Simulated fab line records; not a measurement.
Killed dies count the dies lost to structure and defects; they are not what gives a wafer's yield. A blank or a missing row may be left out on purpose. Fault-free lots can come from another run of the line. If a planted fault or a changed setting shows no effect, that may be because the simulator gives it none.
Which tool is to blame? || flow gf180mcu || 33 wafers from 11 lots sampled at 4 of the route's 602 steps

== WHAT EACH GAUGE READ, for each wafer ==
GF_STI_THK_MEAS_04. Usual: STI_CVD_03_THK typically reads 206.8 nm, with standard deviation 2.
{"lot": "L674", "measured": "day 1 18:34", "on": "film_metro-01", "STI_CVD_03_THK (nm)": "206.3 204.8 207.6", "flag": ""}
{"lot": "L676", "measured": "day 2 05:07", "on": "film_metro-01", "STI_CVD_03_THK (nm)": "206.4 207.3 207.0", "flag": ""}
{"lot": "L678", "measured": "day 2 14:35", "on": "film_metro-03", "STI_CVD_03_THK (nm)": "206.3 205.9 203.5", "flag": ""}
{"lot": "L679", "measured": "day 2 19:35", "on": "film_metro-01", "STI_CVD_03_THK (nm)": "206.5 205.8 207.6", "flag": ""}
{"lot": "L680", "measured": "day 3 00:34", "on": "film_metro-01", "STI_CVD_03_THK (nm)": "205.1 205.7 206.3", "flag": ""}
{"lot": "L682", "measured": "day 3 10:35", "on": "film_metro-01", "STI_CVD_03_THK (nm)": "205.4 205.2 205.3", "flag": ""}
{"lot": "L684", "measured": "day 3 21:42", "on": "film_metro-03", "STI_CVD_03_THK (nm)": "383.7 383.6 385.3 383.6 383.8 384.9", "flag": "OFF"}
{"lot": "L692", "measured": "day 5 12:56", "on": "film_metro-03", "STI_CVD_03_THK (nm)": "208.0 207.5 208.7", "flag": ""}
{"lot": "L693", "measured": "day 5 17:34", "on": "film_metro-03", "STI_CVD_03_THK (nm)": "207.1 209.1 207.5", "flag": ""}
{"lot": "L695", "measured": "day 6 04:38", "on": "film_metro-01", "STI_CVD_03_THK (nm)": "207.7 209.4 209.2", "flag": ""}
{"lot": "L696", "measured": "day 6 09:00", "on": "film_metro-01", "STI_CVD_03_THK (nm)": "208.2 207.9 207.4", "flag": ""}

GF_DUAL_GATE_OVL_MEAS_11. Usual: DUAL_GATE_OVL typically reads -1.2 nm, with standard deviation 1.4.
{"lot": "L674", "measured": "day 8 17:38", "on": "overlay-01", "DUAL_GATE_OVL (nm)": "-1.4 -1.9 -0.1", "flag": ""}
{"lot": "L676", "measured": "day 9 03:29", "on": "overlay-02", "DUAL_GATE_OVL (nm)": "-2.9 -3.4 -2.7", "flag": ""}
{"lot": "L678", "measured": "day 9 19:49", "on": "overlay-01", "DUAL_GATE_OVL (nm)": "-3.3 -4.0 -3.8", "flag": ""}
{"lot": "L679", "measured": "day 9 23:55", "on": "overlay-01", "DUAL_GATE_OVL (nm)": "-3.3 -4.3 -1.9", "flag": ""}
{"lot": "L680", "measured": "day 10 11:22", "on": "overlay-01", "DUAL_GATE_OVL (nm)": "0.6 -0.5 -0.1", "flag": ""}
{"lot": "L682", "measured": "day 11 00:56", "on": "overlay-01", "DUAL_GATE_OVL (nm)": "-1.2 -1.5 -0.1", "flag": ""}
{"lot": "L692", "measured": "day 13 17:23", "on": "overlay-01", "DUAL_GATE_OVL (nm)": "2.6 4.1 2.7", "flag": "OFF"}
{"lot": "L693", "measured": "day 13 23:31", "on": "overlay-01", "DUAL_GATE_OVL (nm)": "-2.5 -0.6 -1.4", "flag": ""}
{"lot": "L695", "measured": "day 15 01:07", "on": "overlay-01", "DUAL_GATE_OVL (nm)": "-1.8 -1.3 -0.5", "flag": ""}
{"lot": "L696", "measured": "day 15 05:22", "on": "overlay-01", "DUAL_GATE_OVL (nm)": "1.7 0.6 0.7", "flag": ""}

== WHICH TOOL RAN EACH LOT (tool, then ch and the chambers of the sampled wafers, then the start) ==
{"lot": "L674", "GF_STI_CVD_03": "lpcvd-02 ch 0, day 1 16:34", "GF_LVPWELL_STRIP_10": "plasma_asher-03 ch 0,1, day 4 03:31"}
{"lot": "L676", "GF_STI_CVD_03": "lpcvd-01 ch 1, day 2 03:08", "GF_LVPWELL_STRIP_10": "plasma_asher-01 ch 0,1, day 4 15:03"}
{"lot": "L678", "GF_STI_CVD_03": "lpcvd-02 ch 1, day 2 12:36", "GF_LVPWELL_STRIP_10": "plasma_asher-03 ch 0,1, day 5 02:04"}
{"lot": "L679", "GF_STI_CVD_03": "lpcvd-01 ch 0, day 2 17:34", "GF_LVPWELL_STRIP_10": "plasma_asher-03 ch 0,1, day 5 06:32"}
{"lot": "L680", "GF_STI_CVD_03": "lpcvd-01 ch 1, day 2 22:34", "GF_LVPWELL_STRIP_10": "plasma_asher-03 ch 0,1, day 5 15:10"}
{"lot": "L682", "GF_STI_CVD_03": "lpcvd-02 ch 0, day 3 08:34", "GF_LVPWELL_STRIP_10": "plasma_asher-04 ch 0,1, day 6 01:15"}
{"lot": "L684", "GF_STI_CVD_03": "lpcvd-01 ch 0, day 3 18:43", "GF_LVPWELL_STRIP_10": "-"}
{"lot": "L692", "GF_STI_CVD_03": "lpcvd-02 ch 0, day 5 10:57", "GF_LVPWELL_STRIP_10": "plasma_asher-01 ch 0,1, day 8 07:06"}
{"lot": "L693", "GF_STI_CVD_03": "lpcvd-02 ch 0, day 5 15:34", "GF_LVPWELL_STRIP_10": "plasma_asher-01 ch 0,1, day 8 11:52"}
{"lot": "L695", "GF_STI_CVD_03": "lpcvd-02 ch 1, day 6 02:40", "GF_LVPWELL_STRIP_10": "plasma_asher-01 ch 0,1, day 9 08:01"}
{"lot": "L696", "GF_STI_CVD_03": "lpcvd-02 ch 1, day 6 07:01", "GF_LVPWELL_STRIP_10": "plasma_asher-01 ch 0,1, day 9 12:10"}
- GF_STI_CVD_03: deposits Si3N4 from DCS/NH3, target thk 207.16 nm, time 3551 s.
- GF_LVPWELL_STRIP_10: strips in O2/N2.

== AS READ BY THE TOOLS THEMSELVES (means over the sampled wafers that have a number; for cases with no such wafer, the mark the record gives instead) ==
GF_STI_CVD_03. Usual: pressure_mtorr 249.9 mTorr, standard deviation 0.51; spike_tc_top_C 782.9 C, standard deviation 2.5.
{"lot": "L674", "tool": "lpcvd-02", "pressure_mtorr (mTorr)": 249.8, "spike_tc_top_C (C)": 779.5, "flag": ""}
{"lot": "L676", "tool": "lpcvd-01", "pressure_mtorr (mTorr)": 250.0, "spike_tc_top_C (C)": 784.4, "flag": ""}
{"lot": "L678", "tool": "lpcvd-02", "pressure_mtorr (mTorr)": 249.7, "spike_tc_top_C (C)": 782.5, "flag": ""}
{"lot": "L679", "tool": "lpcvd-01", "pressure_mtorr (mTorr)": 249.2, "spike_tc_top_C (C)": 784.9, "flag": ""}
{"lot": "L680", "tool": "lpcvd-01", "pressure_mtorr (mTorr)": 250.1, "spike_tc_top_C (C)": 783.1, "flag": ""}
{"lot": "L682", "tool": "lpcvd-02", "pressure_mtorr (mTorr)": 249.1, "spike_tc_top_C (C)": 779.2, "flag": ""}
{"lot": "L684", "tool": "lpcvd-01", "pressure_mtorr (mTorr)": 250.7, "spike_tc_top_C (C)": 784.8, "flag": ""}
{"lot": "L692", "tool": "lpcvd-02", "pressure_mtorr (mTorr)": 250.5, "spike_tc_top_C (C)": 779.9, "flag": ""}
{"lot": "L693", "tool": "lpcvd-02", "pressure_mtorr (mTorr)": 250.1, "spike_tc_top_C (C)": 780.1, "flag": ""}
{"lot": "L695", "tool": "lpcvd-02", "pressure_mtorr (mTorr)": 250.4, "spike_tc_top_C (C)": 783.6, "flag": ""}
{"lot": "L696", "tool": "lpcvd-02", "pressure_mtorr (mTorr)": 250.3, "spike_tc_top_C (C)": 782.7, "flag": ""}

GF_LVPWELL_STRIP_10. Usual: for chamber_pressure_mTorr, 1500.0 mTorr with a standard deviation of 2.2; for drypump_motor_current_A, 6.0 A with a standard deviation of 0.4; for heater_power_w, 339 W with a standard deviation of 36; for n2_flow_sccm, 299.9 sccm with a standard deviation of 0.89; for o2_flow_sccm, 3000 sccm with a standard deviation of 9.2; for oes_product_au, 0.722 a.u. with a standard deviation of 0.0044; for strip_time_to_endpoint_s, 36.91 s with a standard deviation of 0.11.
{"lot": "L674", "tool": "plasma_asher-03", "chamber_pressure_mTorr (mTorr)": 1498.8, "drypump_motor_current_A (A)": 6.2, "heater_power_w (W)": 343, "n2_flow_sccm (sccm)": 299.9, "o2_flow_sccm (sccm)": 2992, "oes_product_au (a.u.)": 0.718, "strip_time_to_endpoint_s (s)": 36.91, "flag": ""}
{"lot": "L676", "tool": "plasma_asher-01", "chamber_pressure_mTorr (mTorr)": 1500.4, "drypump_motor_current_A (A)": 6.0, "heater_power_w (W)": 365, "n2_flow_sccm (sccm)": 299.7, "o2_flow_sccm (sccm)": 3005, "oes_product_au (a.u.)": 0.725, "strip_time_to_endpoint_s (s)": 37.03, "flag": ""}
{"lot": "L678", "tool": "plasma_asher-03", "chamber_pressure_mTorr (mTorr)": 1499.9, "drypump_motor_current_A (A)": 6.2, "heater_power_w (W)": 365, "n2_flow_sccm (sccm)": 300.0, "o2_flow_sccm (sccm)": 2994, "oes_product_au (a.u.)": 0.724, "strip_time_to_endpoint_s (s)": 36.82, "flag": ""}
{"lot": "L679", "tool": "plasma_asher-03", "chamber_pressure_mTorr (mTorr)": 1500.6, "drypump_motor_current_A (A)": 6.3, "heater_power_w (W)": 348, "n2_flow_sccm (sccm)": 299.4, "o2_flow_sccm (sccm)": 3016, "oes_product_au (a.u.)": 0.717, "strip_time_to_endpoint_s (s)": 37.03, "flag": ""}
{"lot": "L680", "tool": "plasma_asher-03", "chamber_pressure_mTorr (mTorr)": 1500.0, "drypump_motor_current_A (A)": 6.2, "heater_power_w (W)": 362, "n2_flow_sccm (sccm)": 300.6, "o2_flow_sccm (sccm)": 2997, "oes_product_au (a.u.)": 0.723, "strip_time_to_endpoint_s (s)": 36.90, "flag": ""}
{"lot": "L682", "tool": "plasma_asher-04", "chamber_pressure_mTorr (mTorr)": 1499.8, "drypump_motor_current_A (A)": 6.1, "heater_power_w (W)": 300, "n2_flow_sccm (sccm)": 299.1, "o2_flow_sccm (sccm)": 3008, "oes_product_au (a.u.)": 0.721, "strip_time_to_endpoint_s (s)": 36.99, "flag": ""}
{"lot": "L692", "tool": "plasma_asher-01", "chamber_pressure_mTorr (mTorr)": 1500.0, "drypump_motor_current_A (A)": 6.0, "heater_power_w (W)": 364, "n2_flow_sccm (sccm)": 299.5, "o2_flow_sccm (sccm)": 2995, "oes_product_au (a.u.)": 0.721, "strip_time_to_endpoint_s (s)": 36.81, "flag": ""}
{"lot": "L693", "tool": "plasma_asher-01", "chamber_pressure_mTorr (mTorr)": 1498.5, "drypump_motor_current_A (A)": 6.0, "heater_power_w (W)": 359, "n2_flow_sccm (sccm)": 300.1, "o2_flow_sccm (sccm)": 3001, "oes_product_au (a.u.)": 0.721, "strip_time_to_endpoint_s (s)": 36.81, "flag": ""}
{"lot": "L695", "tool": "plasma_asher-01", "chamber_pressure_mTorr (mTorr)": 1501.0, "drypump_motor_current_A (A)": 6.0, "heater_power_w (W)": 356, "n2_flow_sccm (sccm)": 301.2, "o2_flow_sccm (sccm)": 2998, "oes_product_au (a.u.)": 0.720, "strip_time_to_endpoint_s (s)": 36.91, "flag": ""}
{"lot": "L696", "tool": "plasma_asher-01", "chamber_pressure_mTorr (mTorr)": 1500.7, "drypump_motor_current_A (A)": 6.0, "heater_power_w (W)": 361, "n2_flow_sccm (sccm)": 299.9, "o2_flow_sccm (sccm)": 3000, "oes_product_au (a.u.)": 0.724, "strip_time_to_endpoint_s (s)": 36.87, "flag": ""}

== THE ANSWER, worked out from the rows above alone ==
Rule: a lot is off if the mean of its wafers that have a number lies more than 3 standard deviations from the usual mean. Also off: a lot with no number at a reading for which 4 or more lots have one. All remaining lots with rows at the step are treated as sound. After the gauges, taken in route order, come the tools' own readings; for these a lot's mean is taken, as printed above. The first step at which some lot is off is used, and at that step the reading that is off furthest; a lot without a number counts as furthest.
Off: L684, at GF_STI_THK_MEAS_04 (STI_CVD_03_THK).
If a tool, at a process step before that reading, ran all the lots that are off and no sound lot after the first of them, it fits. The gauges at GF_STI_THK_MEAS_04 are tried like those tools. One fits: GF_STI_CVD_03 on lpcvd-01. A fault onset in the window from L680 (day 2 22:34, its last sound lot) to L684 (day 3 18:43, its first lot off) fits.

== WHAT THE SIMULATOR HAD INSERTED ==
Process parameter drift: lpcvd-01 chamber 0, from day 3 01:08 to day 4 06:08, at GF_STI_CVD_03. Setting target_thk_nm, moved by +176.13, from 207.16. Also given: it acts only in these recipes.
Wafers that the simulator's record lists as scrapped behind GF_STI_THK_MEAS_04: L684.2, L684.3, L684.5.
Struck lots among those shown: L684. The rule above reached the same finding.
